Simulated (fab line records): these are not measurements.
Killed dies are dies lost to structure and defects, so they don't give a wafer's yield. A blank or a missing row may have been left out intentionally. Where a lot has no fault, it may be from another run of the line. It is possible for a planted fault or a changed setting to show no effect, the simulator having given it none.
fab line records    flow gf180mcu    part 2 of 2: steps 24 to 33 of 33
[record] lots = 5  wafers = 15  lastDay = 34
route steps=602 shown DUAL_GATE@152 POLY_GATE@157 HV_LDD@176
lots untouched by any fault: they come from a run of this same line in which no faults occurred
startH: the number of hours between the record's first day and the start of the first shown wafer of the lot    waitH: how many hours have passed since the lot's step before this one    " the same as in the row above    L1.1+2: a row that stands for several wafers    - no value present, or no start provided    * or withheld: withheld    < > ~ a bound
route shown NAME@n: names a module that has steps shown in the file, with the first one's number in the route    usual: mean/standard deviation of fault-free wafers    same: alike in all rows    chamber/n: place in a boat    sites: the reading at each site    _std_site: how widely they spread, as a standard deviation    _edge_site: the outer-site mean with the inner-site mean subtracted    radiusMm: for every site, how far away it sits from the centre of the wafer    mask NAME#n: copy n    behind: the most recent tool/chamber to have shaped the wafer    hold: why the lot was held/for how many hours/how that ended    device: names the non-switching transistor (n, p or np)    end of line: the tests these same wafers got at the end of their route    for a step that has no rows: nothing shown but its recipe    killed: not the wafer's yield, but the dies lost to structure and defects at the first sort    map: shows each die of a wafer: x if killed, . if not, _ if none is there
set.NAME: the run value of the setting; set.NAME@STEP: its run value at that earlier step    model.NAME: the simulator's own value behind a step, which no gauge read
certain route steps with their lots: each step a table, each wafer a row
services: the hour from which a tool's chamber was out of use, counted from the record's first day as startH (under 0 if before that day), plus the number of hours and why
[[steps]]
[step GF_POLY_GATE_CD_MEAS_18]
[usual] cdNm = 280.1/1.8
lot.wafer  tool      chamber  startH  waitH  cdNm
L077.4     cdSem-02  -        217.91  0.1    282.3
L077.5     "         -        "       "      283.1
L077.6     "         -        "       "      280.5
L080.2     cdSem-01  -        242.52  0.1    283.3
L080.3     "         -        "       "      280.4
L080.4     "         -        "       "      280.6
L088.1     cdSem-02  -        298.04  0.1    278.1
L088.3     "         -        "       "      279.0
L088.4     "         -        "       "      276.6
L089.2     cdSem-02  -        308.47  0.1    277.2
L089.4     "         -        "       "      281.4
L089.6     "         -        "       "      282.2
L096.1     cdSem-01  -        353.52  0.1    280.8
L096.3     "         -        "       "      282.2
L096.6     "         -        "       "      282.4
[step GF_HV_LDD_DEHYDRATE_00]
[recipe] tempC = 200  timeS = 60
[usual] chillPlateTempC = 23.00/0.095  exhaustPa = 45.0/0.83
lot.wafer  tool           chamber  startH  waitH  chillPlateTempC  exhaustPa
L077.4     lithoTrack-02  0        225.97  8.0    23.00            42.9
L077.5     "              0        "       "      23.18            44.9
L077.6     "              0        "       "      22.97            45.1
L080.2     lithoTrack-02  0        251.52  9.0    23.18            46.0
L080.3     "              0        "       "      22.98            46.6
L080.4     "              0        "       "      23.15            44.9
L088.1     lithoTrack-02  0        307.60  9.5    23.00            45.2
L088.3     "              0        "       "      22.98            44.7
L088.4     "              0        "       "      22.89            44.4
L089.2     lithoTrack-03  0        318.59  10.1   22.81            44.4
L089.4     "              0        "       "      22.90            45.6
L089.6     "              0        "       "      22.86            44.8
L096.1     lithoTrack-03  0        364.07  10.5   22.99            46.8
L096.3     "              0        "       "      23.19            45.3
L096.6     "              0        "       "      22.86            44.7
[step GF_HV_LDD_HMDS_01]
[recipe] primeTimeS = 60  primeTempC = 120
[usual] chillPlateTempC = 23.02/0.11  exhaustPa = 45.1/0.8
lot.wafer  tool           chamber  startH  waitH  chillPlateTempC  exhaustPa
L077.4     lithoTrack-02  0        226.12  0.1    23.00            44.7
L077.5     "              0        "       "      22.97            44.9
L077.6     "              0        "       "      23.08            45.0
L080.2     lithoTrack-02  0        251.67  0.1    22.97            46.2
L080.3     "              0        "       "      23.04            46.0
L080.4     "              0        "       "      23.14            45.2
L088.1     lithoTrack-02  0        307.75  0.1    22.82            44.9
L088.3     "              0        "       "      22.91            46.4
L088.4     "              0        "       "      23.04            45.0
L089.2     lithoTrack-03  0        318.74  0.1    23.04            45.4
L089.4     "              0        "       "      22.98            45.8
L089.6     "              0        "       "      23.15            45.8
L096.1     lithoTrack-03  0        364.22  0.1    23.02            45.3
L096.3     "              0        "       "      23.10            45.3
L096.6     "              0        "       "      22.97            45.1
[step GF_HV_LDD_COAT_02]
[recipe] resist = NOVOLAK  spinRpm = 3000  resistThkNm = 1000
[usual] chillPlateTempC = 23.02/0.084  exhaustPa = 45.1/0.95
lot.wafer  tool           chamber  startH  waitH  chillPlateTempC  exhaustPa
L077.4     lithoTrack-02  0        226.27  0.1    23.00            45.0
L077.5     "              0        "       "      22.96            45.7
L077.6     "              0        "       "      23.11            46.2
L080.2     lithoTrack-02  0        251.82  0.1    23.00            46.7
L080.3     "              0        "       "      23.00            46.4
L080.4     "              0        "       "      22.97            46.2
L088.1     lithoTrack-02  0        307.90  0.1    23.02            44.9
L088.3     "              0        "       "      23.06            45.5
L088.4     "              0        "       "      23.19            45.1
L089.2     lithoTrack-03  0        318.89  0.1    23.04            44.5
L089.4     "              0        "       "      23.11            46.2
L089.6     "              0        "       "      23.02            44.7
L096.1     lithoTrack-03  0        364.37  0.1    23.05            45.1
L096.3     "              0        "       "      23.00            47.3
L096.6     "              0        "       "      23.08            44.5
[step GF_HV_LDD_SOFTBAKE_03]
[recipe] tempC = 90  timeS = 60  resist = NOVOLAK
[usual] chillPlateTempC = 22.98/0.1  exhaustPa = 45.1/0.89
lot.wafer  tool           chamber  startH  waitH  chillPlateTempC  exhaustPa
L077.4     lithoTrack-02  0        226.42  0.1    22.95            44.9
L077.5     "              0        "       "      23.02            45.5
L077.6     "              0        "       "      22.99            44.8
L080.2     lithoTrack-02  0        251.97  0.1    22.88            45.8
L080.3     "              0        "       "      23.07            45.3
L080.4     "              0        "       "      22.92            44.9
L088.1     lithoTrack-02  0        308.05  0.1    23.10            45.8
L088.3     "              0        "       "      22.91            44.2
L088.4     "              0        "       "      22.96            44.5
L089.2     lithoTrack-03  0        319.04  0.1    22.83            45.4
L089.4     "              0        "       "      22.84            45.2
L089.6     "              0        "       "      22.91            44.5
L096.1     lithoTrack-03  0        364.52  0.1    23.37            45.4
L096.3     "              0        "       "      23.03            45.7
L096.6     "              0        "       "      22.94            47.0
[step GF_HV_LDD_EXPOSE_04]
[recipe] maskId = Nplus_LV_AREA  targetCdNm = 400  na = 0.6  sourceShape = conventional  sigmaOuter = 0.6  doseMj = 140
lot.wafer   tool             chamber  startH  waitH  mask
L077.4+5+6  ilineStepper-02  0        -       -      Nplus_LV_AREA#0
L080.2+3+4  ilineStepper-02  0        -       -      Nplus_LV_AREA#0
L088.1+3+4  ilineStepper-01  0        -       -      Nplus_LV_AREA#0
L089.2+4+6  ilineStepper-02  0        -       -      Nplus_LV_AREA#0
L096.1+3+6  ilineStepper-01  0        -       -      Nplus_LV_AREA#0
[step GF_HV_LDD_PEB_05]
[recipe] tempC = withheld  timeS = *  resist = NOVOLAK
[usual] chillPlateTempC = *  exhaustPa = 45.1/1
lot.wafer  tool           chamber  startH  waitH  chillPlateTempC  exhaustPa
L077.4     lithoTrack-04  0        -       -      *                46.8
L077.5     "              0        "       "      *                45.3
L077.6     "              0        "       "      *                46.7
L080.2     lithoTrack-04  0        -       -      *                45.7
L080.3     "              0        "       "      *                45.3
L080.4     "              0        "       "      *                45.5
L088.1     lithoTrack-04  0        -       -      *                45.6
L088.3     "              0        "       "      *                45.7
L088.4     "              0        "       "      *                47.0
L089.2     lithoTrack-03  0        -       -      *                46.3
L089.4     "              0        "       "      *                46.2
L089.6     "              0        "       "      *                44.2
L096.1     lithoTrack-02  0        -       -      *                45.2
L096.3     "              0        "       "      *                44.7
L096.6     "              0        "       "      *                45.6
[step GF_HV_LDD_DEVELOP_06]
[recipe] developTimeS = 60  devTempC = 23
[usual] chillPlateTempC = 22.98/0.11  exhaustPa = 45.2/0.92
lot.wafer  tool           chamber  startH  waitH  chillPlateTempC  exhaustPa
L077.4     lithoTrack-04  0        235.88  0.1    22.81            44.9
L077.5     "              0        "       "      22.92            46.4
L077.6     "              0        "       "      22.78            44.7
L080.2     lithoTrack-04  0        261.13  0.1    23.25            45.3
L080.3     "              0        "       "      23.05            45.8
L080.4     "              0        "       "      23.05            45.9
L088.1     lithoTrack-04  0        318.40  0.1    22.90            46.5
L088.3     "              0        "       "      22.92            45.8
L088.4     "              0        "       "      22.87            45.2
L089.2     lithoTrack-03  0        329.34  0.1    23.01            45.9
L089.4     "              0        "       "      23.02            45.2
L089.6     "              0        "       "      22.94            45.0
L096.1     lithoTrack-02  0        375.09  0.1    23.05            45.7
L096.3     "              0        "       "      23.12            44.3
L096.6     "              0        "       "      23.07            45.8
[step GF_HV_LDD_CD_MEAS_07]
[recipe] targetCdNm = 400
[usual] cdNm = 399.5/2
lot.wafer  tool      chamber  startH  waitH  cdNm
L077.4     cdSem-01  -        236.01  0.1    398.7
L077.5     "         -        "       "      399.5
L077.6     "         -        "       "      397.9
L080.2     cdSem-02  -        261.27  0.1    394.8
L080.3     "         -        "       "      398.3
L080.4     "         -        "       "      395.5
L088.1     cdSem-02  -        318.55  0.1    400.3
L088.3     "         -        "       "      396.4
L088.4     "         -        "       "      398.8
L089.2     cdSem-01  -        329.49  0.1    398.9
L089.4     "         -        "       "      398.5
L089.6     "         -        "       "      396.7
L096.1     cdSem-01  -        375.24  0.1    400.3
L096.3     "         -        "       "      399.3
L096.6     "         -        "       "      401.1
[step GF_HV_LDD_OVL_MEAS_08]
[usual] HV_LDD_OVL = 0.1/1.2
lot.wafer  tool        chamber  startH  waitH  HV_LDD_OVL[nm]
L077.4     overlay-01  -        236.09  0.1    1.5
L077.5     "           -        "       "      0.5
L077.6     "           -        "       "      3.7
L080.2     overlay-01  -        261.38  0.1    0.4
L080.3     "           -        "       "      -0.7
L080.4     "           -        "       "      1.1
L088.1     overlay-02  -        318.67  0.1    -0.9
L088.3     "           -        "       "      -0.2
L088.4     "           -        "       "      -1.1
L089.2     overlay-01  -        329.59  0.1    -2.4
L089.4     "           -        "       "      -0.7
L089.6     "           -        "       "      -1.0
L096.1     overlay-01  -        375.36  0.1    0.7
L096.3     "           -        "       "      1.8
L096.6     "           -        "       "      1.5
[[services]]
tool             chamber  startH  hours  kind
wetBench-02      -        185.92  1.7    repair
rieDiel-03       2        202.28  9.3    repair
ilineStepper-02  -        208.99  1.7    pm
ilineStepper-02  -        214.07  8.9    pm
rieDiel-02       1        216.66  5.8    repair
krfScanner-02    -        218.58  0.8    pm
rieSi-02         3        249.72  4.2    repair
furnace-01       -        254.21  4.5    pm
rieSi-02         -        255.63  2.8    pm
ilineStepper-01  -        256.82  1.7    pm
krfScanner-02    -        260.02  2.0    repair
rieSi-01         2        260.98  2.8    repair
furnace-01       -        261.45  3.4    pm
krfScanner-02    -        262.09  1.0    pm
plasmaAsher-04   -        263.09  75.3   repair
rieDiel-02       -        265.04  4.3    pm
rieSi-02         -        311.01  14.6   pm
krfScanner-02    -        322.47  1.3    pm
ilineStepper-01  -        332.89  7.6    repair
rieDiel-02       0        334.50  2.8    repair
plasmaAsher-02   -        336.44  2.9    repair
wetBench-01      -        337.43  3.7    repair
furnace-02       -        366.13  3.0    pm
rieSi-02         0        370.32  26.4   repair
